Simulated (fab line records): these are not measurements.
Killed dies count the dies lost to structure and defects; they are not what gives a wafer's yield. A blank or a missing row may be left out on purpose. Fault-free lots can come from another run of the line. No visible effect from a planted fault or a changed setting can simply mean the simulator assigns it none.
A struck lot beside a sound one	flow sky130	14 out of 708 route steps
Sound: these wafers, L937.1, L937.4, L937.5. Wafers L931.1, L931.2, L931.4 were the ones struck. The cause is given at the end.
At each step with rows: each side's tool, then ch and its chambers, then its first start. Under that, the readings that differ: sound wafers	struck wafers	difference of the means	sigmas: that difference in standard deviations of wafers without a fault.
alike: words and numbers the same on both sides, and readings whose means are apart by under 2 such deviations; not compared: readings that were withheld, readings missing a value for some wafer, numbers with overlapping values and no deviation given by the record, and bounds like >300 which may hide the same value.
Wherever a step has rows on one side only, a row that says differs or no value, or a row with sigmas, the two part there. Numbers that don't overlap but have no deviation are shown without sigmas and don't part them. Lack of a reading on every wafer of one side parts them only where that side has two or more wafers.

first, 5 steps without rows for these wafers: SKY_SD_N_COAT_02 (resist thk 1140 nm); SKY_SD_N_SOFTBAKE_03 (time 60 s); SKY_SD_N_EXPOSE_04 (exposes mask NSDM, target cd 380 nm); SKY_SD_N_PEB_05; SKY_SD_N_DEVELOP_06 (develop time 60 s).
SKY_SD_N_CD_MEAS_07 targets a cd of 380 nm.
  sound on cd_sem-02 at day 33 17:43; struck on cd_sem-02 at day 32 04:05
reading	sound	struck	difference	sigmas
cd_nm (nm)	375.0 376.8 375.3	385.4 388.5 384.6	+10.5	+4
SKY_SD_N_OVL_MEAS_08:
  sound on overlay-01 at day 33 17:50; struck on overlay-01 at day 32 04:12
  alike: SD_N_OVL
then, 2 steps without rows for these wafers: SKY_SD_N_IMPLANT_09; SKY_SD_N_IMPLANT_10.
SKY_SD_N_STRIP_11: strips in O2/N2.
  sound on plasma_asher-04 ch 0,1, day 33 18:10; struck on plasma_asher-02 ch 0,1, day 32 04:32
  alike: chamber_pressure_mTorr, drypump_motor_current_A, o2_flow_sccm, oes_product_au, strip_time_to_endpoint_s
  not compared: rf_hours_counter_h
SKY_SD_N_TW_MEAS_12:
  sound on film_metro-01 at day 33 18:16; struck on film_metro-03 at day 32 04:38
  alike: SD_N_TW
then, 1 step without rows for these wafers: SKY_SD_N_CLEAN_13 (cleans in SC1/SC2, time 150 s).
SKY_SD_N_RTA_14: time 2 s.
  sound on rtp_anneal-02 ch 0, day 33 18:23; struck on rtp_anneal-02 ch 0, day 32 04:58
  alike: lamp_power_pct, ramp_up_c_per_s, wafer_temp_C_max
-- here the record skips 17 days between the struck wafers' starts before and after, leaving off in module SD_N and picking up in module PAD_OPEN (first step shown: number 708 of the route) --
SKY_PAD_OPEN_PROBE_99:
  sound on prober-02 at day 50 00:56; struck on prober-01 at day 48 21:29
reading	sound	struck	difference	sigmas
model.etest.res_xhigh_po.line_ohm_um	5575 5601 5781	4323 4276 4391	-1322	
model.etest.res_xhigh_po.rs_ohm_sq	1963 1944 1994	1505 1473 1512	-470	
model.etest.pfet_01v8.r_on_ohm_um	2921 2803 2778	2631 2564 2571	-245	
model.etest.res_pdiff.line_ohm_um	1383 1376 1374	1168 1154 1196	-205	
model.etest.res_high_po.line_ohm_um	741.4 741.6 751.4	638.8 623.5 638	-111.4	
model.etest.licon_high_po.rc_ohm	353.7 351.4 338.1	251.7 257.4 266.1	-89.3	
model.etest.res_ndiff.line_ohm_um	744.8 752.8 747.3	690 698.3 712.3	-48	
  alike: killed_at_M0_to_M3, killed_at_M4_up, killed_at_contacts, killed_at_front_end, killed_at_other, killed_dies, killed_open, killed_short
  not compared: model.etest.pfet_g5v0d10v5.r_on_ohm_um

== WHERE THEY PART ==
Only at SKY_SD_N_CD_MEAS_07, within this record. Later steps at which nothing parts them and some readings are alike: SKY_SD_N_OVL_MEAS_08, SKY_SD_N_STRIP_11, SKY_SD_N_TW_MEAS_12, SKY_SD_N_RTA_14, SKY_PAD_OPEN_PROBE_99.

WHY: the cause the simulator had injected
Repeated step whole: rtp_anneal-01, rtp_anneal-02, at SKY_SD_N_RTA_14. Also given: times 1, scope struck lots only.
